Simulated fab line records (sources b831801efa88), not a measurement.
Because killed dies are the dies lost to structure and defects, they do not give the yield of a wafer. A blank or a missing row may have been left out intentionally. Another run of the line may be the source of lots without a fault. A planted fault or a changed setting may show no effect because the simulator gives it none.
A lot that was struck, set against a sound lot	flow sky130	15 steps out of a route of 708
Sound: the wafers L168.2, L168.3, L168.6. Wafers struck: L157.1, L157.2, L157.3. The cause is given at the end.
For every step that has rows: the tool of each side, followed by ch and its chambers, followed by its first start. Under that, the readings that differ: sound wafers	struck wafers	difference of the means	sigmas: that difference in standard deviations of wafers without a fault.
alike: words and numbers the same on both sides, and readings whose means are apart by under 2 such deviations; not compared: readings that were withheld, readings missing a value for some wafer, numbers with overlapping values and no deviation given by the record, and bounds like >300 which may hide the same value.
Wherever a step has rows on one side only, a row that says differs or no value, or a row with sigmas, the two part there. Non-overlapping numbers with no deviation appear without sigmas and do not part them. A reading missing from all wafers of one side parts the sides only when that side holds two or more wafers.

first, 3 steps without rows for these wafers: SKY_SONOS_TUNNEL_EXPOSE_04 (exposes mask TUNM, target cd 410 nm); SKY_SONOS_TUNNEL_PEB_05; SKY_SONOS_TUNNEL_DEVELOP_06 (develop time 58.7 s).
SKY_SONOS_TUNNEL_CD_MEAS_07: target cd 410 nm.
  sound on cd_sem-02 at day 17 04:36; struck on cd_sem-02 at day 14 02:11
  alike: cd_nm
SKY_SONOS_TUNNEL_OVL_MEAS_08:
  sound on overlay-02 at day 17 04:43; struck on overlay-01 at day 14 02:19
  alike: SONOS_TUNNEL_OVL
then, 3 steps without rows for these wafers: SKY_SONOS_TUNNEL_IMPLANT_09; SKY_SONOS_TUNNEL_WET_ETCH_10 (etches SiO2 in dHF, target depth 14 nm, time 280 s); SKY_SONOS_TUNNEL_STRIP_11 (strips in SPM, time 600 s).
SKY_SONOS_TUNNEL_TW_MEAS_12:
  sound on film_metro-03 at day 17 05:10; struck on film_metro-01 at day 14 02:47
  alike: SONOS_TUNNEL_TW
then, 2 steps without rows for these wafers: SKY_SONOS_TUNNEL_CLEAN_13 (cleans in dHF, time 20 s); SKY_SONOS_ONO_OXIDATION_00 (stabilise 600 s, purge 300 s, target thk 2.6 nm).
SKY_SONOS_ONO_THK_MEAS_01:
  sound on film_metro-02 at day 17 07:39; struck on film_metro-02 at day 14 05:07
  alike: SONOS_ONO_OXIDATION_THK
SKY_SONOS_ONO_CVD_02: deposits Si3N4 from DCS/NH3, target thk 10.5 nm, time 180 s.
  sound on lpcvd-02 ch 1, day 17 10:27; struck on lpcvd-02 ch 1, day 14 05:10
reading	sound	struck	difference	sigmas
model.Si3N4_of_SONOS_ONO_CVD_02.thk_nm (nm)	10.59 10.5 10.53	7.617 7.75 7.591	-2.887	
SKY_SONOS_ONO_THK_MEAS_03:
  sound on film_metro-03 at day 17 11:31; struck on film_metro-03 at day 14 06:28
reading	sound	struck	difference	sigmas
SONOS_ONO_CVD_02_THK (nm)	10.63 10.57 10.55	7.66 7.69 7.60	-2.93	-24
  not compared: hold
-- record jumps: 34 days separate the struck wafers' starts on either side; left off in module SONOS_ONO, taken up again in module PAD_OPEN, whose first shown step is the route's number 708 --
SKY_PAD_OPEN_PROBE_99:
  sound on prober-02 at day 50 01:01; struck on prober-01 at day 48 00:20
reading	sound	struck	difference	sigmas
model.etest.sonos_uncharged.r_on_ohm_um	828.4 810.5 816.5	750 761.5 753.2	-64	
model.etest.cap_ono.gate_log10_a_cm2	-8.069 -7.972 -8.001	-6.208 -6.195 -6.051	+1.863	
model.etest.cap_ono.gate_bv_v (V)	16.8 16.73 16.56	14.74 15.13 15.12	-1.70	
model.etest.cap_ono.tox_acc_nm (nm)	12.94 12.93 12.95	11.51 11.57 11.44	-1.43	
model.etest.sonos_programmed.vt_v (V)	1.42 1.468 1.45	1.826 1.857 1.854	+0.400	
model.etest.sonos_baked.vt_less_v (V)	-0.4528 -0.5321 -0.5225	-0.7966 -0.8517 -0.8597	-0.3335	
model.etest.sonos_erased.vt_v (V)	-2.276 -2.325 -2.331	-2.523 -2.536 -2.504	-0.210	
  alike: killed_at_M0_to_M3, killed_at_M4_up, killed_at_contacts, killed_at_front_end, killed_at_other, killed_dies, killed_open, killed_short
  not compared: model.etest.sonos_erased.drive_ua_um

== WHERE THEY PART ==
At SKY_SONOS_ONO_THK_MEAS_03 and nowhere else, as far as this record goes. Later steps at which nothing parts them and some readings are alike: SKY_PAD_OPEN_PROBE_99.

WHY: the cause the simulator had injected
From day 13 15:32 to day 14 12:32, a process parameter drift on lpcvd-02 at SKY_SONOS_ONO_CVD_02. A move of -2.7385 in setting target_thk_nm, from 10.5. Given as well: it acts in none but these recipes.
